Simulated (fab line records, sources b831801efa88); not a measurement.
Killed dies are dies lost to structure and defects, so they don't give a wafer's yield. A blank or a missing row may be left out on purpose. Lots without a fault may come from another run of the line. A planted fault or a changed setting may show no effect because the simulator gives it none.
Which tool did it? | flow gf180mcu | 13 lots, 39 wafers sampled, at 1 step of a route of 602

WHAT THE GAUGES READ, wafer by wafer
GF_V1_OVL_MEAS_15.
lot  | measured     | on         | V1_OVL (nm)
L147 | day 18 01:43 | overlay-02 | 10 6 7
L149 | day 18 21:31 | overlay-01 | -1 8 2
L153 | day 20 06:43 | overlay-02 | 9 6 13
L155 | day 21 07:25 | overlay-01 | -1 3 2
L156 | day 21 09:27 | overlay-01 | -2 3 6
L158 | day 22 06:06 | overlay-02 | 7 13 0
L159 | day 23 00:56 | overlay-02 | 6 -2 2
L160 | day 23 02:41 | overlay-01 | 6 0 0
L161 | day 23 05:41 | overlay-02 | 1 3 9
L162 | day 23 15:32 | overlay-01 | 3 15 5
L163 | day 24 00:26 | overlay-01 | -7 -1 -2
L164 | day 24 04:53 | overlay-01 | 2 -2 -5
L169 | day 26 00:34 | overlay-01 | 4 6 5

WHICH TOOL RAN EACH LOT (tool, then ch and the chambers of the sampled wafers, then the start)
The record holds no process step before these readings.

WHAT THE TOOLS THEMSELVES READ (means of the sampled wafers that have a number; where no wafer has one, the mark that the record gives instead)
The record holds no such reading with a usual standard deviation.

THE ANSWER, worked out from the rows above alone
Rule: what is usual is taken from the lots themselves. Put in order of their means at a reading, lots are off if they are a third of the lots or fewer, leave a main group of 4 or more, and stand apart from it by a gap of 3 or more times the standard deviation of the main group's means; of several such gaps the widest counts. A main group whose means are all the same, to the digits that the tables above print for the reading, isn't used. A lot without any number at a reading at which 4 lots or more have one is off too. The other lots that the step has rows for count as sound. The gauges are gone through in route order, then the tools' own readings, and for those a lot's mean is taken as printed above. The first step at which some lot is off is used, and at that step the reading that is off furthest; a lot without a number counts as furthest.
No lot is off at any reading shown: from this, nothing can be told.

WHAT THE SIMULATOR HAD PUT IN
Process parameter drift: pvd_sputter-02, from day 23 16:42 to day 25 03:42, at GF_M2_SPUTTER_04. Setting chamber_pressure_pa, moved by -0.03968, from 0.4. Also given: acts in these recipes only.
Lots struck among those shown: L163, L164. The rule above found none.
